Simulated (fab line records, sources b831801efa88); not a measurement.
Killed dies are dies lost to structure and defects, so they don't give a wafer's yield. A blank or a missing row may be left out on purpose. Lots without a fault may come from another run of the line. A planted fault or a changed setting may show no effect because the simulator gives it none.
Chamber matching | flow sky130 | SKY_CONTACT_CMP_04 on cmp-02: 4 sister chambers
The step polishes SiO2. 4 wafers are shown with their chamber, then 7 later ones without.

WAFERS WITH THEIR CHAMBER
wafer  | chamber | motor_current_A (A)
L848.4 | 2       | 10.5
L851.5 | 1       | 11.4
L862.1 | 3       | 11.9
L862.2 | 0       | 10.8

WAFERS WITHOUT THEIR CHAMBER
wafer  | motor_current_A (A)
L862.4 | 11.6
L865.1 | 12.5
L865.2 | 10.2
L865.4 | 11.7
L866.1 | 10.8
L866.3 | 11.4
L866.6 | 11.2

WHICH CHAMBER EACH WENT THROUGH
wafer  | from the rows above               | in truth
L862.4 | can't be placed: 1 or 3           | 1
L865.1 | can't be placed: 3 or 1           | 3
L865.2 | can't be placed: 2 or 0           | 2
L865.4 | can't be placed: 3 or 1           | 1
L866.1 | can't be placed: 0 or 2           | 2
L866.3 | can't be placed: 1 or 3           | 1
L866.6 | can't be placed: 1 or 0 or 2 or 3 | 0
Placed correctly: 0 of 7. Can't be placed from these rows: 7 (the true chamber is among the candidates in 7). Placed wrongly: 0.
How it was worked out, from the rows above alone: a wafer's distance from a chamber is the root of the sum, over the readings, of the square of ((its reading less the chamber's mean) divided by the reading's scatter). The wafer belongs to the nearest chamber; if the next one is less than 2 further off, it can't be placed. A chamber's mean is the mean of its shown wafers. The scatter: with one shown wafer a chamber, the root of the mean of the squares of how far each hidden wafer lies from its nearest shown one.
